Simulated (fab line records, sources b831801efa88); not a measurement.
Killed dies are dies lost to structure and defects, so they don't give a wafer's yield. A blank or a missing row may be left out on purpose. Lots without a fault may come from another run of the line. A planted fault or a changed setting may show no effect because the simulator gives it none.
A struck lot beside a sound one | flow sky130 | 15 steps out of a route of 708
Sound: wafers L748.1, L748.2, L748.6. Struck: wafers L767.4, L767.5. (L767.6 of the same lot was not struck and is left out.) The cause comes at the end.
At each step with rows: each side's tool, then ch and its chambers, then its first start. Under that, the readings that differ: sound wafers | struck wafers | difference of the means | sigmas: that difference in standard deviations of wafers without a fault.
alike: readings whose means differ by less than 2 such deviations, and words and numbers that are the same on both sides. not compared: withheld readings, readings that some wafer has no value for, bounds like >300 that may hide the same value, and numbers for which the record gives no deviation and whose values overlap.
The two part at a step that has a row with sigmas, a row that says differs or no value, or rows on one side only. Numbers that don't overlap but have no deviation are shown without sigmas and don't part them. A reading that every wafer of one side lacks parts them only if that side has two wafers or more.

SKY_VIA3_STRIP_16: strips in O2/N2.
  sound on plasma_asher-02 ch 0,1, day 39 08:34; struck on plasma_asher-02 ch 0,1, day 45 00:43
  reading                      | sound             | struck      | difference | sigmas
  strip_time_to_endpoint_s (s) | 4.225 4.160 4.131 | 4.097 4.089 | -0.079     | -3
  alike: drypump_motor_current_A, n2_flow_sccm, o2_flow_sccm, oes_product_au
  not compared: rf_hours_counter_h
then, 3 steps without rows for these wafers: SKY_VIA3_STRIP_17 (strips in post etch residue remover, time 1200 s); SKY_VIA3_CLEAN_18 (cleans in IPA, time 180 s); SKY_VIA3_CLEAN_19 (cleans in O3/DIW).
SKY_VIA3_SPUTTER_20: material TiN, target thk 20 nm, time 80 s.
  sound on pvd_sputter-03, day 39 09:10; struck on pvd_sputter-01, day 45 01:19
  alike: throttle_valve_pct
SKY_VIA3_CVD_21: deposits W, target thk 390 nm, time 117.31 s.
  sound on cvd_w-01 ch 0,1, day 39 09:14; struck on cvd_w-02 ch 0, day 45 01:25
  reading            | sound       | struck  | difference | sigmas
  heater_power_w (W) | 806 752 761 | 887 895 | +118       | +2
SKY_VIA3_RS_MEAS_22: measures by four-point-probe.
  sound on film_metro-01, day 39 09:22; struck on film_metro-01, day 45 01:34
  reading            | sound             | struck      | difference | sigmas
  VIA3_W_RS (ohm/sq) | 0.302 0.296 0.298 | 0.291 0.290 | -0.008     | -2
SKY_VIA3_THK_MEAS_23: measures by xrf.
  sound on film_metro-01, day 39 09:29; struck on film_metro-01, day 45 01:39
  reading         | sound       | struck  | difference | sigmas
  VIA3_W_THK (nm) | 372 378 375 | 390 386 | +13        | +2
SKY_VIA3_CMP_24: polishes, stops on SiO2, t overpolish 20 s, target thk 0 nm.
  sound on cmp-01 ch 0,2, day 39 09:35; struck on cmp-01 ch 0,3, day 45 01:44
  alike: motor_current_A, overpolish_run_s, time_to_endpoint_s
SKY_METAL4_SPUTTER_00: material Ti, target thk 15 nm, time 10 s.
  sound on pvd_sputter-04, day 39 09:50; struck on pvd_sputter-04, day 45 01:59
  alike: throttle_valve_pct
then, 2 steps without rows for these wafers: SKY_METAL4_SPUTTER_01 (material TiN, target thk 20 nm, time 16.7 s); SKY_METAL4_SPUTTER_02 (material AlCu, target thk 735 nm, time 39.1 s).
SKY_METAL4_SPUTTER_03: material Ti, target thk 5 nm, time 3.3 s.
  sound on pvd_sputter-04, day 39 09:55; struck on pvd_sputter-04, day 45 02:04
  reading                                   | sound             | struck      | difference | sigmas
  model.Ti_of_METAL4_SPUTTER_03.thk_nm (nm) | 5.109 4.884 4.802 | 3.644 3.576 | -1.322     |
  alike: throttle_valve_pct
then, 1 step without rows for these wafers: SKY_METAL4_SPUTTER_04 (material TiN, target thk 70 nm, time 58.3 s).
-- the record jumps here: 5 days lie between the struck wafers' starts before and after (it left off in module METAL4 and takes up again in module PAD_OPEN, whose first step shown is number 708 of the route) --
SKY_PAD_OPEN_PROBE_99:
  sound on prober-02, day 45 08:07; struck on prober-01, day 50 01:29
  alike: defect_limited_yield, killed_at_M0_to_M3, killed_at_M4_up, killed_at_contacts, killed_at_front_end, killed_at_other, killed_dies, killed_open, killed_short, sort_bin_3_pad_short, sort_bin_5_function, sort_bin_6_memory, sort_n_pass, sort_yield_pct

WHERE THEY PART
First at SKY_VIA3_STRIP_16; last, within this record, at SKY_VIA3_THK_MEAS_23. Later steps at which nothing parts them and some readings are alike: SKY_VIA3_CMP_24, SKY_METAL4_SPUTTER_00, SKY_METAL4_SPUTTER_03, SKY_PAD_OPEN_PROBE_99.

WHY: what the simulator had put in
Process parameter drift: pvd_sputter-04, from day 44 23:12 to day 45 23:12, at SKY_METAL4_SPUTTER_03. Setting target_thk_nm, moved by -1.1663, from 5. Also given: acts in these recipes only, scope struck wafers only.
